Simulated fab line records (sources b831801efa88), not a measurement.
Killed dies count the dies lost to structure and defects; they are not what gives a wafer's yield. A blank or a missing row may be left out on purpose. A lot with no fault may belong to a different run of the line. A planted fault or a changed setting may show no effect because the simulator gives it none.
A lot that was struck, set against a sound lot :: flow sky130 :: 17 out of 708 route steps
Sound: wafers L283.1, L283.3, L283.5. Struck: wafers L299.2, L299.5, L299.6. The cause is named last.
At each step with rows: each side's tool, then ch and its chambers, then its first start. Under that, the readings that differ: sound wafers :: struck wafers :: difference of the means :: sigmas: that difference in standard deviations of wafers without a fault.
alike: readings whose means differ by less than 2 such deviations, and words and numbers that are the same on both sides. not compared: withheld readings, readings that some wafer has no value for, bounds like >300 that may hide the same value, and numbers for which the record gives no deviation and whose values overlap.
Wherever a step has rows on one side only, a row that says differs or no value, or a row with sigmas, the two part there. When numbers do not overlap yet have no deviation, they are printed without sigmas and do not part them. A reading missing from all wafers of one side parts the sides only when that side holds two or more wafers.

SKY_LDD_HVN_OVL_MEAS_07:
  sound: overlay-01 at day 21 00:26; struck: overlay-01 at day 26 20:30
  alike: LDD_HVN_OVL
after that, 1 step had no rows for these wafers: SKY_LDD_HVN_IMPLANT_08.
SKY_LDD_HVN_STRIP_09: strips in O2/N2.
  sound on plasma asher-04 ch 0, day 21 00:38; struck on plasma asher-03 ch 0,1, day 26 20:41
reading: oes product au (a.u.)
sound: 0.412 0.422 0.408
struck: 0.411 0.393 0.407
difference: -0.010
sigmas: -2
  alike: drypump motor current A, strip time to endpoint s
  not compared: rf hours counter h
SKY_LDD_HVN_TW_MEAS_10:
  sound: film metro-04 at day 21 00:44; struck: film metro-02 at day 26 20:47
  alike: LDD_HVN_TW
then, 7 steps without rows for these wafers: SKY_LDD_HVP_DEHYDRATE_00 (time 60 s); SKY_LDD_HVP_HMDS_01 (prime time 60 s); SKY_LDD_HVP_COAT_02 (resist thk 300 nm); SKY_LDD_HVP_SOFTBAKE_03 (time 60 s); SKY_LDD_HVP_EXPOSE_04 (exposes mask HVPTM, target cd 700 nm); SKY_LDD_HVP_PEB_05; SKY_LDD_HVP_DEVELOP_06 (develop time 60 s).
SKY_LDD_HVP_OVL_MEAS_07:
  sound: overlay-01 at day 22 07:24; struck: overlay-02 at day 28 01:11
  alike: LDD_HVP_OVL
SKY_LDD_HVP_IMPLANT_08:
  sound on implanter-02 ch 0, day 22 07:26; struck on implanter-02 ch 0, day 28 01:14
reading: dose ions cm2
sound: 1.6969e+13 1.6967e+13 1.6959e+13
struck: 7.1939e+13 7.1957e+13 7.1924e+13
difference: +5.4975e+13
sigmas: +99 or more

reading: faraday current uA
sound: 95.1 93.2 93.3
struck: 407.4 403.6 416.9
difference: +315.4
sigmas: +99 or more
SKY_LDD_HVP_STRIP_09: strips in O2/N2.
  sound on plasma asher-04 ch 0, day 22 07:35; struck on plasma asher-02 ch 0,1, day 28 01:22
  alike: drypump motor current A, oes product au, strip time to endpoint s
  not compared: rf hours counter h
SKY_LDD_HVP_TW_MEAS_10:
  sound: film metro-04 at day 22 07:41; struck: film metro-03 at day 28 01:28
reading: LDD_HVP_TW
sound: 455.6 454.4 456.4
struck: 715.6 719.3 717.8
difference: +262.1
sigmas: +99 or more
then, 1 step without rows for these wafers: SKY_LDD_LDN_DEHYDRATE_00 (time 60 s).
-- record jumps: 22 days separate the struck wafers' starts on either side; left off in module LDD_LDN, taken up again in module PAD_OPEN, whose first shown step is the route's number 708 --
SKY_PAD_OPEN_PROBE_99:
  sound: prober-02 at day 46 06:01; struck: prober-02 at day 49 22:37
reading: model.etest.tip_p_5v.rs ohm sq
sound: 2867 2908 2876
struck: 1034 1031 1027
difference: -1853
sigmas: 

reading: model.etest.pfet g5v0d10v5.r on ohm um
sound: 4706 4804 4724
struck: 4129 4109 4095
difference: -634
sigmas: 

reading: model.etest.pfet g5v0d10v5.drive ua um
sound: 342.8 338 340.8
struck: 398.1 397.1 402.7
difference: +58.8
sigmas: 

reading: model.etest.tip_p_5v.rs ohm sq range
sound: 76.3 89.54 104
struck: 28.61 29.49 13.91
difference: -65.94
sigmas: 

reading: model.etest.res pdiff hv.rs ohm sq
sound: 186.9 186.9 187.7
struck: 177.2 176.4 176.1
difference: -10.6
sigmas: 

reading: model.etest.pfet_16v.drive ua um
sound: 246.2 241.6 245.2
struck: 248.8 252.5 255.1
difference: +7.8
sigmas: 

reading: model.etest.pfet g5v0d10v5.off log10 a um
sound: -12.97 -12.81 -12.94
struck: -9.978 -9.436 -9.788
difference: +3.173
sigmas: 

reading: model.etest.ring_5v.delay ps
sound: 44.81 45.17 44.39
struck: 42.82 42.44 42.26
difference: -2.28
sigmas: 
  alike: killed_at_M0_to_M3, killed_at_M4_up, killed at contacts, killed at front end, killed at other, killed dies, killed on rim, killed open, killed short

## WHERE THEY PART
First at SKY_LDD_HVN_STRIP_09; last, within this record, at SKY_LDD_HVP_TW_MEAS_10. Later steps at which nothing parts them and some readings are alike: SKY_PAD_OPEN_PROBE_99.

WHY: what the simulator had put in
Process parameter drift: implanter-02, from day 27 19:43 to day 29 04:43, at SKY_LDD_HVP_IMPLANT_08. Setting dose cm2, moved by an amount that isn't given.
